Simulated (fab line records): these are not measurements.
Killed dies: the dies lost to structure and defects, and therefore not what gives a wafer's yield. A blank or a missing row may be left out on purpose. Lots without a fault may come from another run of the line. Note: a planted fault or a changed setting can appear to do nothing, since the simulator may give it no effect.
Comparing a struck lot with a sound one + flow gf180mcu + 14 steps out of a route of 602
Sound: these wafers, L814.1, L814.2, L814.6. Wafers L809.2, L809.4, L809.6 were the ones struck. At the end, the cause is stated.
Each step with rows lists, per side, the tool, then ch with its chambers, then its first start. Under that, the readings that differ: sound wafers + struck wafers + difference of the means + sigmas: that difference in standard deviations of wafers without a fault.
alike: readings whose means differ by less than 2 such deviations, and words and numbers that are the same on both sides. not compared: withheld readings, readings that some wafer has no value for, bounds like >300 that may hide the same value, and numbers for which the record gives no deviation and whose values overlap.
Wherever a step has rows on one side only, a row that says differs or no value, or a row with sigmas, the two part there. Non-overlapping numbers with no deviation appear without sigmas and do not part them. A reading that every wafer of one side lacks parts them only if that side has two wafers or more.

first, 1 step without rows for these wafers: GF_HV_LDD_DEVELOP_06 (develop time 60 s).
GF_HV_LDD_CD_MEAS_07 targets a cd of 400 nm.
  struck on cd sem-01, day 14 17:02; sound on cd sem-01, day 16 05:37
  alike: cd nm
GF_HV_LDD_OVL_MEAS_08:
  struck on overlay-01, day 14 17:09; sound on overlay-02, day 16 05:44
  alike: HV_LDD_OVL
following that, these wafers have no rows for 1 step: GF_HV_LDD_IMPLANT_09.
GF_HV_LDD_STRIP_10: strips in O2/N2.
  sound on plasma asher-03 ch 0,1, day 16 05:55; struck on plasma asher-03 ch 0,1, day 14 17:20
  alike: drypump motor current A, heater power w, oes product au, strip time to endpoint s
  not compared: rf hours counter h
GF_HV_LDD_TW_MEAS_11:
  struck on film metro-01, day 14 17:26; sound on film metro-04, day 16 06:03
  alike: HV_LDD_TW
then, 6 steps without rows for these wafers: GF_HV_LDD_DEHYDRATE_12 (time 60 s); GF_HV_LDD_HMDS_13 (prime time 60 s); GF_HV_LDD_COAT_14 (resist thk 1000 nm); GF_HV_LDD_SOFTBAKE_15 (time 60 s); GF_HV_LDD_EXPOSE_16 (exposes mask Pplus LV AREA, target cd 400 nm); GF_HV_LDD_PEB_17.
GF_HV_LDD_DEVELOP_18: develop time 60 s.
  struck on litho track-01, day 15 14:02; sound on litho track-03 ch 0, day 17 04:40
  no value came back on the struck wafers for chill plate temp C (C), develop time s (s); on the sound wafers chill plate temp C (C) reads 22.98 22.89 23.16
GF_HV_LDD_CD_MEAS_19 targets a cd of 400 nm.
  struck on cd sem-02, day 15 14:11; sound on cd sem-01, day 17 04:49
| reading    | sound             | struck | difference                    | sigmas |
|------------|-------------------|--------|-------------------------------|--------|
| cd nm (nm) | 404.9 403.4 402.0 | - - -  | no value on the struck wafers |        |

## WHERE THEY PART
First at GF_HV_LDD_DEVELOP_18; last, within this record, at GF_HV_LDD_CD_MEAS_19.

WHY: what the simulator had put in
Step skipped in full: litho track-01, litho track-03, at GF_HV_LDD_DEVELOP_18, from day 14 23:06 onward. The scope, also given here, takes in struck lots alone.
